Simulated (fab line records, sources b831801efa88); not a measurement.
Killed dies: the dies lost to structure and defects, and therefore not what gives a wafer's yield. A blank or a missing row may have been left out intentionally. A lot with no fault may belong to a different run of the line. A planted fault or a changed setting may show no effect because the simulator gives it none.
fab line records    flow sky130
record: lots: 13  wafers: 39  last-day: 51
route steps=708 shown POLY_GATE@235 LDD_HVP@282 SD_P@330 LOCAL_INTERCONNECT@399
lots with no fault: from the same line, run without faults
start-h: the number of hours between the record's first day and the start of the first shown wafer of the lot    wait-h: hours elapsed since this lot's preceding step    " repeats the value in the row above    L1.1+2: a row that stands for several wafers    - value missing, or start not given    * or withheld: withheld    < > ~ a bound
route shown NAME@n: names a module that has steps shown in the file, with the first one's number in the route    usual: mean and standard deviation over wafers with no fault    same: alike in all rows    chamber/n: place in a boat    sites: the reading at each site    _std_site: the values' standard deviation    _edge_site: outer sites' mean less inner sites'    radius-mm: for every site, how far away it sits from the centre of the wafer    mask NAME#n: copy n    behind: tool/chamber where the wafer was last shaped    hold: the reason the lot was held/the length of the hold in hours/how it ended    device: whichever transistor did not switch (one of n, p or np)    end of line: the same wafers' tests at the end of the route    where a step has no rows: the recipe by itself    killed: the dies lost at the first sort to structure and to defects; this is not the yield of the wafer    map: dies across one wafer; x = killed, . = not, _ = none there
set.NAME: the setting as run; set.NAME@STEP: as run at that earlier step    model.NAME: the simulator's own value behind a step, which no gauge read
a sample of lots followed through the steps of the route, with each step as a table and each wafer as a row
services: the hour from which a tool's chamber was out of use, counted from the record's first day as start-h (under 0 if before that day), plus the number of hours and why
== steps ==
step: SKY_POLY_GATE_THK_MEAS_21
recipe: reads: SiO2_of_POLY_GATE_OXIDATION_20
usual: POLY_GATE_OXIDATION_THK: 3.99/0.092
lot.wafer  tool           chamber  start-h  wait-h  POLY_GATE_OXIDATION_THK[nm]
L234.2     film-metro-02  -        396.31   0.0     4.03
L234.3     "              -        "        "       4.02
L234.6     "              -        "        "       3.87
L236.1     film-metro-01  -        404.24   0.0     3.89
L236.4     "              -        "        "       3.91
L236.5     "              -        "        "       3.91
L238.3     film-metro-01  -        405.68   0.0     3.96
L238.4     "              -        "        "       3.98
L238.5     "              -        "        "       4.00
L237.2     film-metro-01  -        408.62   0.0     3.96
L237.4     "              -        "        "       3.97
L237.5     "              -        "        "       4.00
L239.3     film-metro-01  -        419.05   0.0     3.89
L239.5     "              -        "        "       3.89
L239.6     "              -        "        "       3.85
L240.1     film-metro-02  -        434.95   0.0     3.93
L240.3     "              -        "        "       4.04
L240.6     "              -        "        "       4.05
L241.2     film-metro-02  -        446.90   0.0     4.04
L241.4     "              -        "        "       3.94
L241.5     "              -        "        "       4.05
L247.1     film-metro-02  -        492.26   0.0     3.87
L247.3     "              -        "        "       3.95
L247.6     "              -        "        "       3.94
L249.1     film-metro-02  -        515.76   0.0     4.02
L249.3     "              -        "        "       4.05
L249.4     "              -        "        "       4.03
L250.3     film-metro-04  -        523.39   0.0     4.08
L250.5     "              -        "        "       4.11
L250.6     "              -        "        "       4.18
L253.1     film-metro-02  -        556.56   0.0     3.89
L253.2     "              -        "        "       3.77
L253.3     "              -        "        "       3.86
L254.1     film-metro-04  -        576.86   0.0     3.88
L254.3     "              -        "        "       3.80
L254.6     "              -        "        "       3.83
L256.1     film-metro-01  -        596.25   0.0     4.07
L256.2     "              -        "        "       4.07
L256.4     "              -        "        "       4.07
step: SKY_LDD_HVP_EXPOSE_04
recipe: mask-id: HVPTM  na: 0.6  source-shape: conventional  sigma-outer: 0.6  polarization: unpolarized  target-cd-nm: 700  dose-mj: 86
usual: reticle-temp-C: 23.01/0.11
lot.wafer  tool              chamber  start-h  wait-h  mask     reticle-temp-C
L234.2     iline-stepper-01  0        505.56   -       HVPTM#0  23.11
L234.3     "                 0        "        "       HVPTM#0  22.99
L234.6     "                 0        "        "       HVPTM#0  23.17
L236.1     iline-stepper-01  0        513.72   -       HVPTM#0  23.11
L236.4     "                 0        "        "       HVPTM#0  23.19
L236.5     "                 0        "        "       HVPTM#0  23.10
L238.3     iline-stepper-01  0        516.20   -       HVPTM#0  23.10
L238.4     "                 0        "        "       HVPTM#0  22.90
L238.5     "                 0        "        "       HVPTM#0  22.90
L237.2     iline-stepper-02  0        519.41   -       LDNTM#0  23.12
L237.4     "                 0        "        "       LDNTM#0  23.18
L237.5     "                 0        "        "       LDNTM#0  23.03
L239.3     iline-stepper-02  0        528.59   -       HVPTM#0  23.03
L239.5     "                 0        "        "       HVPTM#0  22.90
L239.6     "                 0        "        "       HVPTM#0  22.96
L240.1     iline-stepper-02  0        543.41   -       HVPTM#0  22.81
L240.3     "                 0        "        "       HVPTM#0  22.94
L240.6     "                 0        "        "       HVPTM#0  22.95
L241.2     iline-stepper-02  0        555.63   -       HVPTM#0  22.98
L241.4     "                 0        "        "       HVPTM#0  23.00
L241.5     "                 0        "        "       HVPTM#0  22.93
L247.1     iline-stepper-01  0        598.24   -       HVPTM#0  23.06
L247.3     "                 0        "        "       HVPTM#0  23.07
L247.6     "                 0        "        "       HVPTM#0  23.04
L249.1     iline-stepper-01  0        620.46   -       HVPTM#0  23.22
L249.3     "                 0        "        "       HVPTM#0  23.14
L249.4     "                 0        "        "       HVPTM#0  23.24
L250.3     iline-stepper-02  0        627.93   -       HVPTM#0  22.91
L250.5     "                 0        "        "       HVPTM#0  23.02
L250.6     "                 0        "        "       HVPTM#0  23.02
L253.1     iline-stepper-01  0        659.90   -       HVPTM#0  22.99
L253.2     "                 0        "        "       HVPTM#0  23.04
L253.3     "                 0        "        "       HVPTM#0  23.17
L254.1     iline-stepper-02  0        679.68   -       HVPTM#0  23.05
L254.3     "                 0        "        "       HVPTM#0  23.12
L254.6     "                 0        "        "       HVPTM#0  23.11
L256.1     iline-stepper-02  0        697.96   -       HVPTM#0  22.98
L256.2     "                 0        "        "       HVPTM#0  22.87
L256.4     "                 0        "        "       HVPTM#0  22.95
step: SKY_LDD_HVP_OVL_MEAS_07
usual: LDD_HVP_OVL: -0.4/1.3
lot.wafer  tool        chamber  start-h  wait-h  LDD_HVP_OVL[nm]
L234.2     overlay-01  -        521.11   0.1     -1.0
L234.3     "           -        "        "       0.3
L234.6     "           -        "        "       -1.6
L236.1     overlay-02  -        528.81   0.1     -0.9
L236.4     "           -        "        "       1.7
L236.5     "           -        "        "       0.7
L238.3     overlay-02  -        530.68   0.1     0.0
L238.4     "           -        "        "       0.3
L238.5     "           -        "        "       0.2
L237.2     overlay-02  -        533.86   0.1     -
L237.4     "           -        "        "       -
L237.5     "           -        "        "       -
L239.3     overlay-02  -        542.58   0.1     0.8
L239.5     "           -        "        "       1.2
L239.6     "           -        "        "       -0.9
L240.1     overlay-01  -        558.12   0.1     -0.4
L240.3     "           -        "        "       -0.8
L240.6     "           -        "        "       0.1
L241.2     overlay-01  -        569.42   0.1     0.7
L241.4     "           -        "        "       2.1
L241.5     "           -        "        "       0.0
L247.1     overlay-01  -        613.06   0.1     1.1
L247.3     "           -        "        "       1.7
L247.6     "           -        "        "       0.9
L249.1     overlay-01  -        634.42   0.1     -0.3
L249.3     "           -        "        "       0.9
L249.4     "           -        "        "       2.4
L250.3     overlay-02  -        641.68   0.1     -3.7
L250.5     "           -        "        "       -3.2
L250.6     "           -        "        "       -1.4
L253.1     overlay-01  -        674.11   0.1     0.3
L253.2     "           -        "        "       -0.9
L253.3     "           -        "        "       1.1
L254.1     overlay-01  -        693.71   0.1     -1.7
L254.3     "           -        "        "       -2.2
L254.6     "           -        "        "       -0.9
L256.1     overlay-02  -        712.31   0.1     -0.2
L256.2     "           -        "        "       -0.9
L256.4     "           -        "        "       0.2
step: SKY_LDD_HVP_TW_MEAS_10
usual: LDD_HVP_TW: 460/5.5
lot.wafer  tool           chamber  start-h  wait-h  LDD_HVP_TW
L234.2     film-metro-04  -        521.40   0.1     455
L234.3     "              -        "        "       452
L234.6     "              -        "        "       453
L236.1     film-metro-04  -        529.10   0.1     454
L236.4     "              -        "        "       454
L236.5     "              -        "        "       453
L238.3     film-metro-02  -        530.97   0.1     466
L238.4     "              -        "        "       464
L238.5     "              -        "        "       467
L237.2     film-metro-04  -        534.15   0.1     30
L237.4     "              -        "        "       30
L237.5     "              -        "        "       30
L239.3     film-metro-02  -        542.87   0.1     466
L239.5     "              -        "        "       466
L239.6     "              -        "        "       466
L240.1     film-metro-02  -        558.41   0.1     467
L240.3     "              -        "        "       469
L240.6     "              -        "        "       468
L241.2     film-metro-04  -        569.71   0.1     455
L241.4     "              -        "        "       455
L241.5     "              -        "        "       455
L247.1     film-metro-02  -        613.35   0.1     466
L247.3     "              -        "        "       464
L247.6     "              -        "        "       469
L249.1     film-metro-03  -        634.71   0.1     459
L249.3     "              -        "        "       456
L249.4     "              -        "        "       459
L250.3     film-metro-03  -        641.98   0.1     457
L250.5     "              -        "        "       458
L250.6     "              -        "        "       458
L253.1     film-metro-04  -        674.40   0.1     458
L253.2     "              -        "        "       457
L253.3     "              -        "        "       457
L254.1     film-metro-03  -        694.00   0.1     461
L254.3     "              -        "        "       460
L254.6     "              -        "        "       460
L256.1     film-metro-02  -        712.66   0.1     465
L256.2     "              -        "        "       463
L256.4     "              -        "        "       465
step: SKY_SD_P_STRIP_10
recipe: chemistry: O2/N2  power-w: 1400  pressure-mtorr: 1500  platen-temp-c: withheld  o2-flow-sccm: 3000  n2-flow-sccm: 300  overash-fraction: 0.5
usual: drypump-motor-current-A: 5.9/0.42  oes-product-au: 0.617/0.0043  strip-time-to-endpoint-s: 17.48/0.038
lot.wafer  tool             chamber  start-h  wait-h  drypump-motor-current-A  oes-product-au  rf-hours-counter-h  strip-time-to-endpoint-s
L234.2     plasma-asher-04  0        618.68   0.1     6.5                      0.621           19                  17.46
L234.3     "                0        "        "       6.4                      0.615           -                   17.46
L234.6     "                0        "        "       6.5                      0.616           -                   17.43
L236.1     plasma-asher-03  1        619.78   0.1     5.5                      0.614           81                  17.53
L236.4     "                1        "        "       5.5                      0.615           -                   17.47
L236.5     "                1        "        "       5.5                      0.618           -                   17.51
L238.3     plasma-asher-04  1        624.10   0.1     6.0                      0.616           -                   17.45
L238.4     "                0        "        "       6.5                      0.614           -                   17.46
L238.5     "                1        "        "       6.0                      0.612           -                   17.46
L237.2     plasma-asher-03  1        627.86   0.1     5.5                      0.615           82                  17.49
L237.4     "                1        "        "       5.4                      0.617           -                   17.53
L237.5     "                1        "        "       5.5                      0.617           -                   17.47
L239.3     plasma-asher-01  1        633.92   0.1     5.9                      0.623           -                   17.50
L239.5     "                0        "        "       5.5                      0.608           -                   17.48
L239.6     "                1        "        "       6.0                      0.622           -                   17.51
L240.1     plasma-asher-03  1        648.31   0.1     5.5                      0.625           84                  17.46
L240.3     "                1        "        "       5.5                      0.610           -                   17.54
L240.6     "                1        "        "       5.5                      0.615           -                   17.52
L241.2     plasma-asher-03  1        659.71   0.1     5.5                      0.609           85                  17.42
L241.4     "                1        "        "       5.5                      0.614           -                   17.42
L241.5     "                0        "        "       6.6                      0.616           -                   17.44
L247.1     plasma-asher-03  1        700.58   0.1     5.5                      0.622           90                  17.50
L247.3     "                0        "        "       6.5                      0.619           -                   17.52
L247.6     "                0        "        "       6.5                      0.618           -                   17.53
L249.1     plasma-asher-03  0        720.98   0.1     6.5                      0.614           92                  17.51
L249.3     "                1        "        "       5.5                      0.619           -                   17.52
L249.4     "                0        "        "       6.5                      0.610           -                   17.49
L250.3     plasma-asher-01  1        727.30   0.1     5.9                      0.620           -                   17.46
L250.5     "                1        "        "       5.9                      0.617           -                   17.42
L250.6     "                0        "        "       5.5                      0.625           -                   17.43
L253.1     plasma-asher-03  0        759.46   0.1     6.5                      0.608           97                  17.43
L253.2     "                1        "        "       5.5                      0.615           97                  17.48
L253.3     "                1        "        "       5.5                      0.627           -                   17.48
L254.1     plasma-asher-04  0        778.08   0.1     6.5                      0.617           35                  17.38
L254.3     "                0        "        "       6.5                      0.610           -                   17.44
L254.6     "                0        "        "       6.4                      0.618           -                   17.41
L256.1     plasma-asher-01  1        794.36   0.1     5.9                      0.620           5                   17.45
L256.2     "                0        "        "       5.5                      0.618           5                   17.50
L256.4     "                1        "        "       5.9                      0.614           -                   17.46
step: SKY_LOCAL_INTERCONNECT_OVL_MEAS_12
usual: LOCAL_INTERCONNECT_OVL: -2/4.4
lot.wafer  tool        chamber  start-h  wait-h  LOCAL_INTERCONNECT_OVL[nm]
L234.2     overlay-01  -        733.50   0.1     -2
L234.3     "           -        "        "       -3
L234.6     "           -        "        "       -7
L236.1     overlay-01  -        736.03   0.1     -3
L236.4     "           -        "        "       -7
L236.5     "           -        "        "       -4
L238.3     overlay-01  -        739.19   0.1     -5
L238.4     "           -        "        "       -4
L238.5     "           -        "        "       -4
L237.2     overlay-01  -        743.03   0.1     -8
L237.4     "           -        "        "       -8
L237.5     "           -        "        "       0
L239.3     overlay-02  -        749.44   0.1     -7
L239.5     "           -        "        "       -2
L239.6     "           -        "        "       -8
L240.1     overlay-02  -        762.68   0.1     3
L240.3     "           -        "        "       -4
L240.6     "           -        "        "       -2
L241.2     overlay-01  -        773.53   0.1     11
L241.4     "           -        "        "       7
L241.5     "           -        "        "       4
L247.1     overlay-01  -        812.83   0.1     1
L247.3     "           -        "        "       7
L247.6     "           -        "        "       -2
L249.1     overlay-01  -        831.09   0.1     3
L249.3     "           -        "        "       -3
L249.4     "           -        "        "       0
L250.3     overlay-01  -        836.29   0.1     -6
L250.5     "           -        "        "       -7
L250.6     "           -        "        "       -6
L253.1     overlay-01  -        869.23   0.1     -4
L253.2     "           -        "        "       1
L253.3     "           -        "        "       0
L254.1     overlay-02  -        885.99   0.1     -1
L254.3     "           -        "        "       -5
L254.6     "           -        "        "       -6
L256.1     overlay-01  -        901.78   0.1     -2
L256.2     "           -        "        "       3
L256.4     "           -        "        "       -7
== services ==
tool              chamber  start-h  hours  kind
plasma-asher-03   -        494.85   0.6    repair
iline-stepper-02  -        507.84   1.7    pm
iline-stepper-01  -        518.59   2.1    pm
iline-stepper-01  -        520.67   -      consumable-replace:lamp
iline-stepper-02  0        533.30   -      calibration
iline-stepper-01  0        571.44   -      calibration
iline-stepper-02  -        594.58   4.4    pm
plasma-asher-04   -        595.26   1.8    repair
iline-stepper-01  -        600.35   4.4    pm
iline-stepper-02  -        607.95   4.7    repair
plasma-asher-04   -        614.38   3.8    repair
iline-stepper-01  -        620.77   1.1    repair
iline-stepper-01  -        645.42   1.7    pm
plasma-asher-01   -        718.63   0.3    repair
plasma-asher-04   -        721.55   1.0    repair
iline-stepper-02  -        726.02   1.7    pm
plasma-asher-01   -        733.75   9.0    pm
plasma-asher-01   0        733.75   9.0    vent-cycle
plasma-asher-01   1        733.75   9.0    vent-cycle
iline-stepper-02  0        740.59   -      calibration
plasma-asher-01   0        742.75   -      clean
plasma-asher-01   1        742.75   -      clean
iline-stepper-01  -        762.71   7.8    repair
== key ==
first-sign: step: SKY_LDD_HVP_EXPOSE_04  reading: mask  direction: changed
effect: step: SKY_LDD_HVP_OVL_MEAS_07  reading: LDD_HVP_OVL  direction: missing
effect: step: SKY_LDD_HVP_TW_MEAS_10  reading: LDD_HVP_TW  direction: down  sigmas: 79  usual: 460  struck: 30
met-at SKY_LDD_HVP_EXPOSE_04
struck-lots L237
sort-left-out L237.2,L237.4,L237.5
tester-left-out L237
not-acting-at SKY_POLY_GATE_THK_MEAS_21,SKY_SD_P_STRIP_10,SKY_LOCAL_INTERCONNECT_OVL_MEAS_12
fault: kind: wrong-mask  tool: any  chamber: -  onset-h: 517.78  steps: SKY_LDD_HVP_EXPOSE_04  aux-copy: LDNTM#0  scope: struck-lots-only
tester-left-out: of these lots the tester's yield and bins aren't shown, on N5 and GAA mostly nor the transistor test; their killed dies are dies lost to structure and defects alone, not to doping, threshold or leakage, so they don't give the yield
sort-left-out: the simulated sort isn't trusted on such a fault, so these wafers' sort isn't shown, and their yield isn't known
